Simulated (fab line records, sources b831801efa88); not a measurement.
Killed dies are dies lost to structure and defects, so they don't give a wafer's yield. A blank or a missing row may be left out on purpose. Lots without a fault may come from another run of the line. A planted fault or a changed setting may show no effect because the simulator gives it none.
Problem report in the 8D (eight disciplines) form, filled by code | flow sky130 | the parts of the form that need people (team, actions taken, sign-off) are left out

1. THE PROBLEM
cathode_dc_power_W at SKY_CAPM_SPUTTER_02 reads a mean of 6373.2 W on 1 wafer of 1 lot; wafers without a fault read 6500.1 W with a standard deviation of 1.2. That is -99 or more standard deviations from the usual mean.
The step: material TiN, target thk 200 nm, time 166.7 s.
First seen on wafer L551.5, day 40 11:36, on pvd_sputter-03. The record holds 15 wafers of 5 lots with a number at this step. Rule for "out", or "out of limits": more than 4 standard deviations from the usual mean. The other wafers with a number count as sound.

2. WHAT IT IS AND WHAT IT IS NOT
question                    | is                 | is not
which readings at this step | cathode_dc_power_W | chamber_pressure_pa, throttle_valve_pct
which lots                  | L551               | L548, L552, L553, L563
which wafers of those lots  | L551.5             | L551.3, L551.6
read on which tools         | pvd_sputter-03     | pvd_sputter-01, pvd_sputter-02
when                        | from day 40 11:36  | up to then (8 sound wafers); but 6 sound wafers of L553, L563 came after

3. SUSPECTS, AND WHAT RULES EACH OUT
Counting: a tool at a process step up to the reading stays a suspect if it ran every lot that is out. Sound lots after the first of them don't rule it out here, since some wafers of a struck lot are sound.
- pvd_sputter-04 at SKY_VIA2_SPUTTER_20 (material TiN, target thk 20 nm, time 80 s): kept. It ran the lot that is out, L551 (day 40 10:12); its last sound lot up to then is L552 (day 40 07:58).
- cvd_w-02 at SKY_VIA2_CVD_21 (deposits W, target thk 420 nm, time 126.4 s): kept. It ran the lot that is out, L551 (day 40 10:18); its last sound lot up to then is L552 (day 40 08:02).
- pvd_sputter-04 at SKY_METAL3_SPUTTER_01 (material TiN, target thk 20 nm, time 16.7 s): kept. It ran the lot that is out, L551 (day 40 11:23); its last sound lot up to then is L552 (day 40 09:53).
- pvd_sputter-03 at SKY_CAPM_SPUTTER_02 (material TiN, target thk 200 nm, time 166.7 s): kept. It ran the lot that is out, L551 (day 40 11:36); its last sound lot up to then is L548 (day 39 04:35). Its own readings are out on those wafers: cathode_dc_power_W.
- Within cvd_w-02 at SKY_VIA2_CVD_21: the wafers that are out ran in chamber 0; their sound lot-mates ran in chamber 1.
Left after counting: pvd_sputter-04 at SKY_VIA2_SPUTTER_20, cvd_w-02 at SKY_VIA2_CVD_21, pvd_sputter-04 at SKY_METAL3_SPUTTER_01, pvd_sputter-03 at SKY_CAPM_SPUTTER_02.

4. THE CAUSE (what the simulator had put in)
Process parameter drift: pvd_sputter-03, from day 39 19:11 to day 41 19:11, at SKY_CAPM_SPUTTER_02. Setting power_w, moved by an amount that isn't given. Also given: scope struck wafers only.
Counting left 4 suspects, and this tool is among them.

5. THE CHAIN OF EFFECTS, in route order
Each row: a reading whose mean over the struck wafers that have a number lies more than 3 standard deviations from the usual. Only readings for which the record gives a usual standard deviation are gone through. hours: the time from each lot's start at the first step in this table that gives one to its start at this step, as a median over the lots. sigmas: the change in usual standard deviations.
hours | step                | reading            | usual    | on struck wafers | change | sigmas
0     | SKY_CAPM_SPUTTER_02 | cathode_dc_power_W | 6500.1 W | 6373.2           | -126.9 | -99 or more
The process steps in it:
- SKY_CAPM_SPUTTER_02: material TiN, target thk 200 nm, time 166.7 s.
Later measuring or inspecting steps at which every struck wafer that the step has a row for has a number for every such reading, and none has moved that far: SKY_CAPM_RS_MEAS_03, SKY_CAPM_THK_MEAS_04, SKY_CAPM_OVL_MEAS_12, SKY_METAL3_CD_MEAS_13, SKY_METAL3_OVL_MEAS_14.

6. WHAT WOULD HAVE CAUGHT IT SOONER
In this record the first reading out of limits was taken at day 40 11:36, 16 hours after the fault began at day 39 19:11.
